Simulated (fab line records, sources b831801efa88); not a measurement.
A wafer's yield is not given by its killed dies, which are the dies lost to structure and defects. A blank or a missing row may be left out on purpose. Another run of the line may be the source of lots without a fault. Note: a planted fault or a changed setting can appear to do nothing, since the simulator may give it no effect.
A lot that was struck, set against a sound lot | flow gf180mcu | 14 steps out of a route of 602
Sound: wafers L396.2, L396.5, L396.6. Wafers L398.1, L398.3, L398.5 were the ones struck. The cause comes at the end.
At each step with rows: each side's tool, then ch and its chambers, then its first start. Under that, the readings that differ: sound wafers | struck wafers | difference of the means | sigmas: that difference in standard deviations of wafers without a fault.
alike: readings whose means differ by less than 2 such deviations, and words and numbers that are the same on both sides. not compared: withheld readings, readings that some wafer has no value for, bounds like >300 that may hide the same value, and numbers for which the record gives no deviation and whose values overlap.
A row with sigmas, a row that says differs or no value, or rows on one side alone: a step with any of these is where the two part. Non-overlapping numbers with no deviation appear without sigmas and do not part them. A reading missing from all wafers of one side parts the sides only when that side holds two or more wafers.

GF_VT_IMPLANT_RS_MEAS_49: uses a four-point probe to measure.
  sound on film_metro-03 at day 9 12:06; struck on film_metro-04 at day 10 02:12
  alike: MVPSD_RS
then, 4 steps without rows for these wafers: GF_VT_IMPLANT_WET_ETCH_50 (etches SiO2 in dHF, target depth 20 nm, time 400 s); GF_DUAL_GATE_CLEAN_00 (cleans in SC1/SC2, time 150 s); GF_DUAL_GATE_CLEAN_01 (cleans in dHF, time 20 s); GF_DUAL_GATE_OXIDATION_02 (stabilise 600 s, purge 300 s, target thk 10.887 nm).
GF_DUAL_GATE_THK_MEAS_03:
  sound on film_metro-01 at day 9 13:50; struck on film_metro-04 at day 10 04:07
  alike: DUAL_GATE_OXIDATION_00_THK
then, 6 steps without rows for these wafers: GF_DUAL_GATE_DEHYDRATE_04 (time 60 s); GF_DUAL_GATE_HMDS_05 (prime time 60 s); GF_DUAL_GATE_COAT_06 (resist thk 1000 nm); GF_DUAL_GATE_SOFTBAKE_07 (time 60 s); GF_DUAL_GATE_EXPOSE_08 (exposes mask Dualgate, target cd 700 nm); GF_DUAL_GATE_PEB_09.
GF_DUAL_GATE_DEVELOP_10: develop time 60 s.
  sound on litho_track-02 ch 0, day 10 07:11; struck on litho_track-01, day 10 21:43
  no value came back on the struck wafers for chill_plate_temp_C (C), develop_time_s (s); on the sound wafers chill_plate_temp_C (C) reads 23.05 23.13 23.10
GF_DUAL_GATE_OVL_MEAS_11:
  sound on overlay-02 at day 10 07:19; struck on overlay-02 at day 10 21:52
  reading            | sound        | struck | difference                    | sigmas
  DUAL_GATE_OVL (nm) | 0.7 0.5 -0.1 | - - -  | no value on the struck wafers |

== WHERE THEY PART ==
At GF_DUAL_GATE_DEVELOP_10 first; at GF_DUAL_GATE_OVL_MEAS_11 last (within this record only).

WHY: what the simulator had put in
Whole step skipped at GF_DUAL_GATE_DEVELOP_10 on litho_track-01, starting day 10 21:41. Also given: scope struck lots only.
